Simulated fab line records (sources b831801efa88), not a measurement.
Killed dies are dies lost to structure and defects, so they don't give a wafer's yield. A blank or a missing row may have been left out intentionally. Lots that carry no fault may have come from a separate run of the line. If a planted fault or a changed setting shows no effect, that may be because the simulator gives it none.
fab line records | flow gf180mcu
record lots=5 | wafers=15 | lastDay=33
route steps=602 shown MVPSD@78 VT_IMPLANT@90
lots with no fault: from the same line, run without faults
startH: start of the lot's first displayed wafer, in hours after the record's first day | waitH: time in hours since the lot's previous step | " as in the row above | L1.1+2: a row that stands for several wafers | - either no value or no given start | * or withheld: withheld | < > ~ a bound
route shown NAME@n: a module of which the file shows steps, and the number in the route of the first | usual: mean/standard deviation of fault-free wafers | same: alike in all rows | chamber/n: place in a boat | sites: per-site readings | _std_site: standard deviation of those values | _edge_site: inner sites' mean taken away from outer sites' mean | radiusMm: how far each site lies from the wafer's centre | mask NAME#n: copy n | behind: the tool/chamber that last shaped the wafer | hold: why the lot went on hold/how many hours it stayed there/how the hold came to an end | device: names the non-switching transistor (n, p or np) | end of line: the route-end tests of the same wafers | a step with no rows: only its recipe | killed: at the first sort, the dies lost to defects and structure; wafer yield is something else | map: a wafer's dies, marking killed ones x, the rest . and places with no die _
set.NAME: the setting as run; set.NAME@STEP: as run at that earlier step | model.NAME: the simulator's own value behind a step, which no gauge read
lots at selected steps of the route; one table per step, one row per wafer
services: a tool's chamber out of use, with start hour (startH, from the record's first day; less than 0 if before it), hours out, and reason
## steps
# step GF_MVPSD_DEHYDRATE_00
# recipe tempC=200 | timeS=60
lot.wafer  | tool          | chamber | startH | waitH
L076.2+4+5 | lithoTrack-02 | 0       | 100.30 | 6.0
L085.2+5+6 | lithoTrack-02 | 0       | 157.80 | 7.0
L089.1+2+3 | lithoTrack-01 | 0       | 178.02 | 7.3
L091.1+2+3 | lithoTrack-01 | 0       | 190.72 | 7.6
L093.3+5+6 | lithoTrack-01 | 0       | 201.22 | 8.2
# step GF_MVPSD_HMDS_01
# recipe primeTimeS=60 | primeTempC=120
lot.wafer  | tool          | chamber | startH | waitH
L076.2+4+5 | lithoTrack-02 | 0       | 100.45 | 0.1
L085.2+5+6 | lithoTrack-02 | 0       | 157.95 | 0.1
L089.1+2+3 | lithoTrack-01 | 0       | 178.17 | 0.1
L091.1+2+3 | lithoTrack-01 | 0       | 190.87 | 0.1
L093.3+5+6 | lithoTrack-01 | 0       | 201.37 | 0.1
# step GF_MVPSD_COAT_02
# recipe spinRpm=2000 | resistThkNm=3000
lot.wafer  | tool          | chamber | startH | waitH
L076.2+4+5 | lithoTrack-02 | 0       | 100.60 | 0.1
L085.2+5+6 | lithoTrack-02 | 0       | 158.10 | 0.1
L089.1+2+3 | lithoTrack-01 | 0       | 178.32 | 0.1
L091.1+2+3 | lithoTrack-01 | 0       | 191.02 | 0.1
L093.3+5+6 | lithoTrack-01 | 0       | 201.52 | 0.1
# step GF_MVPSD_SOFTBAKE_03
# recipe tempC=110 | timeS=withheld
lot.wafer  | tool          | chamber | startH | waitH
L076.2+4+5 | lithoTrack-02 | 0       | 100.76 | 0.1
L085.2+5+6 | lithoTrack-02 | 0       | 158.26 | 0.1
L089.1+2+3 | lithoTrack-01 | 0       | 178.47 | 0.1
L091.1+2+3 | lithoTrack-01 | 0       | 191.17 | 0.1
L093.3+5+6 | lithoTrack-01 | 0       | 201.68 | 0.1
# step GF_MVPSD_EXPOSE_04
# recipe maskId=MVPSD | targetCdNm=1000 | na=0.6 | sourceShape=conventional | sigmaOuter=0.6 | doseMj=260
# usual focusOffsetNm=0.0/0.58
lot.wafer | tool            | chamber | startH | waitH | mask    | focusOffsetNm
L076.2    | ilineStepper-01 | 0       | -      | -     | MVPSD#0 | -0.2
L076.4    | "               | 0       | "      | "     | MVPSD#0 | -0.1
L076.5    | "               | 0       | "      | "     | MVPSD#0 | 0.6
L085.2    | ilineStepper-01 | 0       | -      | -     | MVPSD#0 | -0.1
L085.5    | "               | 0       | "      | "     | MVPSD#0 | 0.5
L085.6    | "               | 0       | "      | "     | MVPSD#0 | 0.1
L089.1    | ilineStepper-01 | 0       | -      | -     | MVPSD#0 | 0.0
L089.2    | "               | 0       | "      | "     | MVPSD#0 | -1.1
L089.3    | "               | 0       | "      | "     | MVPSD#0 | -0.2
L091.1    | ilineStepper-01 | 0       | -      | -     | MVPSD#0 | -0.5
L091.2    | "               | 0       | "      | "     | MVPSD#0 | -1.0
L091.3    | "               | 0       | "      | "     | MVPSD#0 | -0.1
L093.3    | ilineStepper-02 | 0       | -      | -     | MVPSD#0 | -0.7
L093.5    | "               | 0       | "      | "     | MVPSD#0 | 0.3
L093.6    | "               | 0       | "      | "     | MVPSD#0 | 0.1
# step GF_MVPSD_PEB_05
# recipe tempC=115 | timeS=withheld
lot.wafer  | tool          | chamber | startH | waitH
L076.2+4+5 | lithoTrack-03 | 0       | -      | -
L085.2+5+6 | lithoTrack-01 | 0       | -      | -
L089.1+2+3 | lithoTrack-02 | 0       | -      | -
L091.1+2+3 | lithoTrack-02 | 0       | -      | -
L093.3+5+6 | lithoTrack-01 | 0       | -      | -
# step GF_MVPSD_DEVELOP_06
# recipe wallAngleDeg=90 | developTimeS=60 | devTempC=23
lot.wafer  | tool          | chamber | startH | waitH
L076.2+4+5 | lithoTrack-03 | 0       | -      | -
L085.2+5+6 | lithoTrack-01 | 0       | -      | -
L089.1+2+3 | lithoTrack-02 | 0       | -      | -
L091.1+2+3 | lithoTrack-02 | 0       | -      | -
L093.3+5+6 | lithoTrack-01 | 0       | -      | -
# step GF_MVPSD_OVL_MEAS_07
# usual MVPSD_OVL=0.0/1.2
lot.wafer | tool       | chamber | startH | waitH | MVPSD_OVL[nm]
L076.2    | overlay-01 | -       | 107.33 | -     | 1.4
L076.4    | "          | -       | "      | "     | 0.7
L076.5    | "          | -       | "      | "     | -0.7
L085.2    | overlay-02 | -       | 166.97 | -     | -1.1
L085.5    | "          | -       | "      | "     | -3.3
L085.6    | "          | -       | "      | "     | 0.5
L089.1    | overlay-01 | -       | 187.03 | -     | 1.5
L089.2    | "          | -       | "      | "     | 1.2
L089.3    | "          | -       | "      | "     | -0.6
L091.1    | overlay-02 | -       | 200.08 | -     | -0.3
L091.2    | "          | -       | "      | "     | -1.0
L091.3    | "          | -       | "      | "     | 1.3
L093.3    | overlay-01 | -       | 210.38 | -     | -1.1
L093.5    | "          | -       | "      | "     | 0.4
L093.6    | "          | -       | "      | "     | 1.0
# step GF_MVPSD_IMPLANT_08
# recipe species=B | energyKev=170 | doseCm2=1.5e+13 | tiltDeg=0
lot.wafer  | tool         | chamber | startH | waitH
L076.2+4+5 | implanter-04 | 0       | 107.38 | 0.0
L085.2+5+6 | implanter-03 | 0       | 167.03 | 0.0
L089.1+2+3 | implanter-01 | 0       | 187.06 | 0.0
L091.1+2+3 | implanter-04 | 0       | 200.11 | 0.0
L093.3+5+6 | implanter-04 | 0       | 210.45 | 0.1
# step GF_MVPSD_IMPLANT_09
# recipe species=B | energyKev=40 | doseCm2=5e+12 | tiltDeg=0
lot.wafer  | tool         | chamber | startH | waitH
L076.2+4+5 | implanter-04 | 0       | 107.53 | 0.1
L085.2+5+6 | implanter-03 | 0       | 167.18 | 0.1
L089.1+2+3 | implanter-01 | 0       | 187.21 | 0.1
L091.1+2+3 | implanter-04 | 0       | 200.26 | 0.1
L093.3+5+6 | implanter-04 | 0       | 210.60 | 0.1
# step GF_MVPSD_STRIP_10
# recipe chemistry=O2/N2 | powerW=1400 | pressureMtorr=1500 | platenTempC=250 | o2FlowSccm=3000 | n2FlowSccm=300 | overashFraction=0.5
# usual drypumpMotorCurrentA=5.4/0.48 | heaterPowerW=342/26 | o2FlowSccm=3000/8.8 | oesProductAu=0.723/0.0047 | stripTimeToEndpointS=37.00/0.086
lot.wafer | tool           | chamber | startH | waitH | drypumpMotorCurrentA | heaterPowerW | o2FlowSccm | oesProductAu | rfHoursCounterH | stripTimeToEndpointS
L076.2    | plasmaAsher-01 | 1       | 107.66 | 0.1   | 5.3                  | 303          | 3007       | 0.718        | 33              | 36.96
L076.4    | "              | 1       | "      | "     | 5.3                  | 308          | 3004       | 0.716        | -               | 37.02
L076.5    | "              | 0       | "      | "     | 5.2                  | 374          | 3005       | 0.726        | -               | 37.07
L085.2    | plasmaAsher-01 | 0       | 167.30 | 0.1   | 5.2                  | 357          | 3007       | 0.731        | 40              | 36.85
L085.5    | "              | 0       | "      | "     | 5.2                  | 369          | 3006       | 0.722        | -               | 36.88
L085.6    | "              | 1       | "      | "     | 5.4                  | 303          | 2995       | 0.719        | -               | 36.95
L089.1    | plasmaAsher-02 | 1       | 187.36 | 0.1   | 5.8                  | 382          | 3003       | 0.723        | 58              | 37.06
L089.2    | "              | 0       | "      | "     | 6.2                  | 317          | 2983       | 0.723        | 58              | 36.92
L089.3    | "              | 1       | "      | "     | 5.8                  | 378          | 2993       | 0.717        | -               | 37.01
L091.1    | plasmaAsher-01 | 0       | 200.41 | 0.1   | 5.2                  | 366          | 2994       | 0.725        | 43              | 36.97
L091.2    | "              | 1       | "      | "     | 5.3                  | 315          | 2990       | 0.719        | 43              | 36.99
L091.3    | "              | 1       | "      | "     | 5.4                  | 313          | 2984       | 0.731        | -               | 36.93
L093.3    | plasmaAsher-01 | 1       | 210.73 | 0.1   | 5.3                  | 301          | 3009       | 0.715        | -               | 36.90
L093.5    | "              | 1       | "      | "     | 5.3                  | 304          | 3001       | 0.731        | -               | 36.92
L093.6    | "              | 0       | "      | "     | 5.3                  | 366          | 2983       | 0.727        | -               | 36.93
# step GF_MVPSD_TW_MEAS_11
# usual MVPSD_TW=556/5.4
lot.wafer | tool         | chamber | startH | waitH | MVPSD_TW
L076.2    | filmMetro-02 | -       | 107.77 | 0.1   | 551
L076.4    | "            | -       | "      | "     | 550
L076.5    | "            | -       | "      | "     | 551
L085.2    | filmMetro-02 | -       | 167.41 | 0.1   | 550
L085.5    | "            | -       | "      | "     | 548
L085.6    | "            | -       | "      | "     | 549
L089.1    | filmMetro-02 | -       | 187.47 | 0.1   | 552
L089.2    | "            | -       | "      | "     | 554
L089.3    | "            | -       | "      | "     | 552
L091.1    | filmMetro-02 | -       | 200.51 | 0.1   | 550
L091.2    | "            | -       | "      | "     | 551
L091.3    | "            | -       | "      | "     | 552
L093.3    | filmMetro-01 | -       | 210.82 | 0.1   | 562
L093.5    | "            | -       | "      | "     | 561
L093.6    | "            | -       | "      | "     | 563
# step GF_VT_IMPLANT_DEHYDRATE_00
# recipe tempC=200 | timeS=60
lot.wafer  | tool          | chamber | startH | waitH
L076.2+4+5 | lithoTrack-01 | 0       | 114.14 | 6.4
L085.2+5+6 | lithoTrack-01 | 0       | 174.84 | 7.4
L089.1+2+3 | lithoTrack-01 | 0       | 195.67 | 8.2
L091.1+2+3 | lithoTrack-03 | 0       | 208.82 | 8.3
L093.3+5+6 | lithoTrack-01 | 0       | 219.32 | 8.5
# step GF_VT_IMPLANT_HMDS_01
# recipe primeTimeS=60 | primeTempC=120
lot.wafer  | tool          | chamber | startH | waitH
L076.2+4+5 | lithoTrack-01 | 0       | 114.29 | 0.1
L085.2+5+6 | lithoTrack-01 | 0       | 174.99 | 0.1
L089.1+2+3 | lithoTrack-01 | 0       | 195.82 | 0.1
L091.1+2+3 | lithoTrack-03 | 0       | 208.97 | 0.1
L093.3+5+6 | lithoTrack-01 | 0       | 219.47 | 0.1
# step GF_VT_IMPLANT_COAT_02
# recipe resist=NOVOLAK | spinRpm=3000 | resistThkNm=1000
lot.wafer  | tool          | chamber | startH | waitH
L076.2+4+5 | lithoTrack-01 | 0       | 114.44 | 0.1
L085.2+5+6 | lithoTrack-01 | 0       | 175.14 | 0.1
L089.1+2+3 | lithoTrack-01 | 0       | 195.97 | 0.1
L091.1+2+3 | lithoTrack-03 | 0       | 209.12 | 0.1
L093.3+5+6 | lithoTrack-01 | 0       | 219.62 | 0.1
# step GF_VT_IMPLANT_SOFTBAKE_03
# recipe tempC=90 | timeS=60 | resist=NOVOLAK
lot.wafer  | tool          | chamber | startH | waitH
L076.2+4+5 | lithoTrack-01 | 0       | 114.59 | 0.1
L085.2+5+6 | lithoTrack-01 | 0       | 175.29 | 0.1
L089.1+2+3 | lithoTrack-01 | 0       | 196.12 | 0.1
L091.1+2+3 | lithoTrack-03 | 0       | 209.27 | 0.1
L093.3+5+6 | lithoTrack-01 | 0       | 219.77 | 0.1
# step GF_VT_IMPLANT_EXPOSE_04
# recipe maskId=LVPWELL_LV_AREA | targetCdNm=600 | na=0.6 | sourceShape=conventional | sigmaOuter=0.6 | doseMj=140
# usual focusOffsetNm=0.0/0.48
lot.wafer | tool            | chamber | startH | waitH | mask              | focusOffsetNm
L076.2    | ilineStepper-02 | 0       | -      | -     | LVPWELL_LV_AREA#0 | -0.6
L076.4    | "               | 0       | "      | "     | LVPWELL_LV_AREA#0 | 0.0
L076.5    | "               | 0       | "      | "     | LVPWELL_LV_AREA#0 | -0.1
L085.2    | ilineStepper-01 | 0       | -      | -     | LVPWELL_LV_AREA#0 | 0.1
L085.5    | "               | 0       | "      | "     | LVPWELL_LV_AREA#0 | 0.1
L085.6    | "               | 0       | "      | "     | LVPWELL_LV_AREA#0 | 0.8
L089.1    | ilineStepper-01 | 0       | -      | -     | LVPWELL_LV_AREA#0 | 0.7
L089.2    | "               | 0       | "      | "     | LVPWELL_LV_AREA#0 | 0.8
L089.3    | "               | 0       | "      | "     | LVPWELL_LV_AREA#0 | 0.6
L091.1    | ilineStepper-01 | 0       | -      | -     | LVPWELL_LV_AREA#0 | -0.1
L091.2    | "               | 0       | "      | "     | LVPWELL_LV_AREA#0 | -0.6
L091.3    | "               | 0       | "      | "     | LVPWELL_LV_AREA#0 | -0.4
L093.3    | ilineStepper-01 | 0       | -      | -     | LVPWELL_LV_AREA#0 | 0.1
L093.5    | "               | 0       | "      | "     | LVPWELL_LV_AREA#0 | 0.0
L093.6    | "               | 0       | "      | "     | LVPWELL_LV_AREA#0 | -0.4
# step GF_VT_IMPLANT_PEB_05
# recipe tempC=withheld | timeS=* | resist=NOVOLAK
lot.wafer  | tool          | chamber | startH | waitH
L076.2+4+5 | lithoTrack-04 | 0       | -      | -
L085.2+5+6 | lithoTrack-04 | 0       | -      | -
L089.1+2+3 | lithoTrack-04 | 0       | -      | -
L091.1+2+3 | lithoTrack-04 | 0       | -      | -
L093.3+5+6 | lithoTrack-01 | 0       | -      | -
# step GF_VT_IMPLANT_DEVELOP_06
# recipe developTimeS=60 | devTempC=23
lot.wafer  | tool          | chamber | startH | waitH
L076.2+4+5 | lithoTrack-04 | 0       | 121.53 | 0.1
L085.2+5+6 | lithoTrack-04 | 0       | 183.43 | 0.1
L089.1+2+3 | lithoTrack-04 | 0       | 204.35 | 0.1
L091.1+2+3 | lithoTrack-04 | 0       | 218.15 | 0.1
L093.3+5+6 | lithoTrack-01 | 0       | 228.82 | 0.1
# step GF_VT_IMPLANT_OVL_MEAS_07
# usual VT_IMPLANT_OVL=-0.3/1.4
lot.wafer | tool       | chamber | startH | waitH | VT_IMPLANT_OVL[nm]
L076.2    | overlay-02 | -       | 121.66 | 0.1   | 0.2
L076.4    | "          | -       | "      | "     | -0.1
L076.5    | "          | -       | "      | "     | -1.5
L085.2    | overlay-02 | -       | 183.56 | 0.1   | -1.4
L085.5    | "          | -       | "      | "     | -1.5
L085.6    | "          | -       | "      | "     | -1.0
L089.1    | overlay-01 | -       | 204.50 | 0.1   | -0.5
L089.2    | "          | -       | "      | "     | 0.0
L089.3    | "          | -       | "      | "     | 0.6
L091.1    | overlay-02 | -       | 218.30 | 0.1   | -0.4
L091.2    | "          | -       | "      | "     | 2.0
L091.3    | "          | -       | "      | "     | 1.5
L093.3    | overlay-02 | -       | 228.93 | 0.1   | -1.9
L093.5    | "          | -       | "      | "     | -0.4
L093.6    | "          | -       | "      | "     | -0.2
# step GF_VT_IMPLANT_IMPLANT_08
# recipe species=BF2 | energyKev=20 | doseCm2=8.29e+12 | tiltDeg=7
lot.wafer  | tool         | chamber | startH | waitH
L076.2+4+5 | implanter-04 | 0       | 121.71 | 0.0
L085.2+5+6 | implanter-02 | 0       | 183.61 | 0.0
L089.1+2+3 | implanter-03 | 0       | 204.54 | 0.0
L091.1+2+3 | implanter-03 | 0       | 218.34 | 0.0
L093.3+5+6 | implanter-02 | 0       | 229.00 | 0.1
# step GF_VT_IMPLANT_STRIP_09
# recipe chemistry=O2/N2 | powerW=1400 | pressureMtorr=1500 | platenTempC=250 | o2FlowSccm=3000 | n2FlowSccm=300 | overashFraction=0.5
# usual drypumpMotorCurrentA=5.8/0.39 | heaterPowerW=330/33 | o2FlowSccm=3002/10 | oesProductAu=0.716/0.005 | stripTimeToEndpointS=12.63/0.037
lot.wafer | tool           | chamber | startH | waitH | drypumpMotorCurrentA | heaterPowerW | o2FlowSccm | oesProductAu | rfHoursCounterH | stripTimeToEndpointS
L076.2    | plasmaAsher-02 | 1       | 121.84 | 0.1   | 5.8                  | 385          | 3010       | 0.718        | 51              | 12.70
L076.4    | "              | 1       | "      | "     | 5.8                  | 391          | 3018       | 0.710        | -               | 12.67
L076.5    | "              | 1       | "      | "     | 5.8                  | 382          | 3009       | 0.716        | -               | 12.64
L085.2    | plasmaAsher-04 | 1       | 183.74 | 0.1   | 6.3                  | 303          | 2998       | 0.711        | 50              | 12.59
L085.5    | "              | 0       | "      | "     | 5.5                  | 300          | 2997       | 0.715        | -               | 12.55
L085.6    | "              | 1       | "      | "     | 6.3                  | 305          | 2989       | 0.717        | -               | 12.58
L089.1    | plasmaAsher-01 | 1       | 204.69 | 0.1   | 5.3                  | 311          | 2990       | 0.710        | 44              | 12.65
L089.2    | "              | 0       | "      | "     | 5.2                  | 367          | 2996       | 0.710        | 44              | 12.59
L089.3    | "              | 0       | "      | "     | 5.2                  | 365          | 2998       | 0.720        | -               | 12.64
L091.1    | plasmaAsher-01 | 0       | 218.49 | 0.1   | 5.3                  | 375          | 2994       | 0.719        | 45              | 12.60
L091.2    | "              | 1       | "      | "     | 5.3                  | 300          | 3017       | 0.714        | 45              | 12.64
L091.3    | "              | 1       | "      | "     | 5.3                  | 301          | 3005       | 0.722        | -               | 12.64
L093.3    | plasmaAsher-04 | 1       | 229.13 | 0.1   | 6.3                  | 303          | 3015       | 0.715        | -               | 12.67
L093.5    | "              | 0       | "      | "     | 5.6                  | 303          | 2997       | 0.716        | -               | 12.64
L093.6    | "              | 1       | "      | "     | 6.3                  | 308          | 3013       | 0.721        | -               | 12.66
# step GF_VT_IMPLANT_TW_MEAS_10
# usual VT_IMPLANT_TW=565/4.9
lot.wafer | tool         | chamber | startH | waitH | VT_IMPLANT_TW
L076.2    | filmMetro-04 | -       | 121.95 | 0.1   | 560
L076.4    | "            | -       | "      | "     | 563
L076.5    | "            | -       | "      | "     | 562
L085.2    | filmMetro-03 | -       | 183.85 | 0.1   | 572
L085.5    | "            | -       | "      | "     | 571
L085.6    | "            | -       | "      | "     | 571
L089.1    | filmMetro-04 | -       | 204.79 | 0.1   | 564
L089.2    | "            | -       | "      | "     | 559
L089.3    | "            | -       | "      | "     | 563
L091.1    | filmMetro-04 | -       | 218.59 | 0.1   | 559
L091.2    | "            | -       | "      | "     | 556
L091.3    | "            | -       | "      | "     | 562
L093.3    | filmMetro-01 | -       | 229.22 | 0.1   | 572
L093.5    | "            | -       | "      | "     | 570
L093.6    | "            | -       | "      | "     | 572
# step GF_VT_IMPLANT_DEHYDRATE_11
# recipe tempC=200 | timeS=60
lot.wafer  | tool          | chamber | startH | waitH
L076.2+4+5 | lithoTrack-04 | 0       | 129.03 | 7.1
L085.2+5+6 | lithoTrack-03 | 0       | 191.60 | 7.7
L089.1+2+3 | lithoTrack-01 | 0       | 213.22 | 8.4
L091.1+2+3 | lithoTrack-03 | 0       | 226.57 | 8.0
L093.3+5+6 | lithoTrack-03 | 0       | 237.87 | 8.6
# step GF_VT_IMPLANT_HMDS_12
# recipe primeTimeS=60 | primeTempC=120
lot.wafer  | tool          | chamber | startH | waitH
L076.2+4+5 | lithoTrack-04 | 0       | 129.18 | 0.1
L085.2+5+6 | lithoTrack-03 | 0       | 191.75 | 0.1
L089.1+2+3 | lithoTrack-01 | 0       | 213.37 | 0.1
L091.1+2+3 | lithoTrack-03 | 0       | 226.72 | 0.1
L093.3+5+6 | lithoTrack-03 | 0       | 238.02 | 0.1
# step GF_VT_IMPLANT_COAT_13
# recipe resist=NOVOLAK | spinRpm=3000 | resistThkNm=1000
lot.wafer  | tool          | chamber | startH | waitH
L076.2+4+5 | lithoTrack-04 | 0       | 129.33 | 0.1
L085.2+5+6 | lithoTrack-03 | 0       | 191.90 | 0.1
L089.1+2+3 | lithoTrack-01 | 0       | 213.52 | 0.1
L091.1+2+3 | lithoTrack-03 | 0       | 226.87 | 0.1
L093.3+5+6 | lithoTrack-03 | 0       | 238.17 | 0.1
# step GF_VT_IMPLANT_SOFTBAKE_14
# recipe tempC=90 | timeS=60 | resist=NOVOLAK
lot.wafer  | tool          | chamber | startH | waitH
L076.2+4+5 | lithoTrack-04 | 0       | 129.48 | 0.1
L085.2+5+6 | lithoTrack-03 | 0       | 192.05 | 0.1
L089.1+2+3 | lithoTrack-01 | 0       | 213.67 | 0.1
L091.1+2+3 | lithoTrack-03 | 0       | 227.02 | 0.1
L093.3+5+6 | lithoTrack-03 | 0       | 238.32 | 0.1
# step GF_VT_IMPLANT_EXPOSE_15
# recipe maskId=Nwell_LV_AREA | targetCdNm=860 | na=0.6 | sourceShape=conventional | sigmaOuter=0.6 | doseMj=140
# usual focusOffsetNm=-0.1/0.47
lot.wafer | tool            | chamber | startH | waitH | mask            | focusOffsetNm
L076.2    | ilineStepper-02 | 0       | -      | -     | Nwell_LV_AREA#0 | 0.2
L076.4    | "               | 0       | "      | "     | Nwell_LV_AREA#0 | -0.3
L076.5    | "               | 0       | "      | "     | Nwell_LV_AREA#0 | 0.6
L085.2    | ilineStepper-01 | 0       | -      | -     | Nwell_LV_AREA#0 | -1.3
L085.5    | "               | 0       | "      | "     | Nwell_LV_AREA#0 | -0.5
L085.6    | "               | 0       | "      | "     | Nwell_LV_AREA#0 | -0.2
L089.1    | ilineStepper-01 | 0       | -      | -     | Nwell_LV_AREA#0 | 0.0
L089.2    | "               | 0       | "      | "     | Nwell_LV_AREA#0 | -0.1
L089.3    | "               | 0       | "      | "     | Nwell_LV_AREA#0 | 0.1
L091.1    | ilineStepper-01 | 0       | -      | -     | Nwell_LV_AREA#0 | 1.2
L091.2    | "               | 0       | "      | "     | Nwell_LV_AREA#0 | -0.6
L091.3    | "               | 0       | "      | "     | Nwell_LV_AREA#0 | 0.3
L093.3    | ilineStepper-01 | 0       | -      | -     | Nwell_LV_AREA#0 | 0.2
L093.5    | "               | 0       | "      | "     | Nwell_LV_AREA#0 | 0.3
L093.6    | "               | 0       | "      | "     | Nwell_LV_AREA#0 | 0.5
## services
tool            | chamber | startH | hours | kind
plasmaAsher-04  | -       | 84.91  | 8.5   | repair
ilineStepper-01 | -       | 91.23  | 4.4   | pm
implanter-01    | -       | 95.18  | 3.3   | pm
implanter-03    | -       | 106.55 | 1.6   | repair
implanter-01    | -       | 107.44 | 3.0   | repair
implanter-02    | -       | 111.62 | 7.6   | repair
plasmaAsher-04  | -       | 135.19 | 14.6  | pm
ilineStepper-02 | 0       | 156.10 | -     | calibration
implanter-03    | -       | 168.22 | 4.6   | repair
implanter-02    | -       | 168.68 | 1.9   | repair
ilineStepper-02 | -       | 168.68 | 2.1   | pm
implanter-04    | -       | 169.30 | 2.8   | repair
ilineStepper-02 | -       | 170.77 | -     | consumableReplace:lamp
ilineStepper-01 | -       | 179.81 | 1.7   | pm
implanter-02    | -       | 191.54 | 3.2   | repair
plasmaAsher-01  | -       | 206.98 | 0.7   | repair
ilineStepper-02 | -       | 217.71 | 2.4   | repair
implanter-04    | -       | 224.64 | 6.2   | repair
ilineStepper-02 | -       | 232.11 | 1.7   | pm
## key
fault none
